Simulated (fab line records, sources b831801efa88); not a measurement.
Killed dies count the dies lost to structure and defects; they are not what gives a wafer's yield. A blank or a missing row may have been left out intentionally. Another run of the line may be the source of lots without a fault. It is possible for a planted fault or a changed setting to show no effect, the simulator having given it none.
The same fault as seen by 2 desks    flow gf180mcu    each desk has only its own numbers; what lay behind them comes last

== AT THE METROLOGY DESK ==
Means of the sampled wafers that have a number, per lot and without regard to the tool the lot ran on: this is what the gauges read. If a lot's mean is further than 4 standard deviations from the usual mean, the lot is out of limits and carries the mark OUT (the distance appears in the brackets).
Columns: A = V4_W_RS at GF_V4_RS_MEAS_24, usual 0.326 ohm/sq; B = V4_W_THK at GF_V4_THK_MEAS_25, usual 351 nm; C = MIM_CVD_05_THK at GF_MIM_THK_MEAS_06, usual 42.0 nm; D = MIM_ALCU_RS at GF_MIM_RS_MEAS_10, usual 0.1616 ohm/sq; E = MIM_ALCU_THK at GF_MIM_THK_MEAS_11, usual 201.3 nm
lot   first seen here  A      B    C     D       E
L787  day 24 12:19     0.322  361  41.9  0.1613  202.0
L796  day 27 09:17     0.328  339  42.0  0.1615  194.3
L797  day 27 16:40     0.326  357  41.7  0.1598  195.4
L798  day 28 00:28     0.322  360  42.8  0.1604  204.8
L804  day 30 07:14     0.322  348  42.2  0.1619  200.9
L808  day 31 04:53     0.328  344  42.4  0.1609  201.5
This desk's finding: nothing out of limits on any of the 6 lots.

== FOR THE TOOL OWNER'S DESK: pvdSputter-03 ==
At GF_MIM_SPUTTER_09 (material TiN, target thk 35 nm, time 29.2 s) the tool's own readings: per lot run on this tool, the mean of the sampled wafers that have a number. If a lot's mean is further than 4 standard deviations from the usual mean, the lot is out of limits and carries the mark OUT (the distance appears in the brackets).
Columns: A = throttleValvePct at GF_MIM_SPUTTER_09, usual 29.9 %
lot   first seen here  A
L796  day 27 10:08     29.5
L797  day 27 17:31     29.6
L808  day 31 05:41     30.0
This desk's finding: nothing out of limits on any of the 3 lots.

== ALL TOGETHER ==
At the metrology desk, nothing out of limits was observed.
Nothing out of limits was seen by the tool owner's desk.

== WHAT HAD BEEN PUT IN BY THE SIMULATOR ==
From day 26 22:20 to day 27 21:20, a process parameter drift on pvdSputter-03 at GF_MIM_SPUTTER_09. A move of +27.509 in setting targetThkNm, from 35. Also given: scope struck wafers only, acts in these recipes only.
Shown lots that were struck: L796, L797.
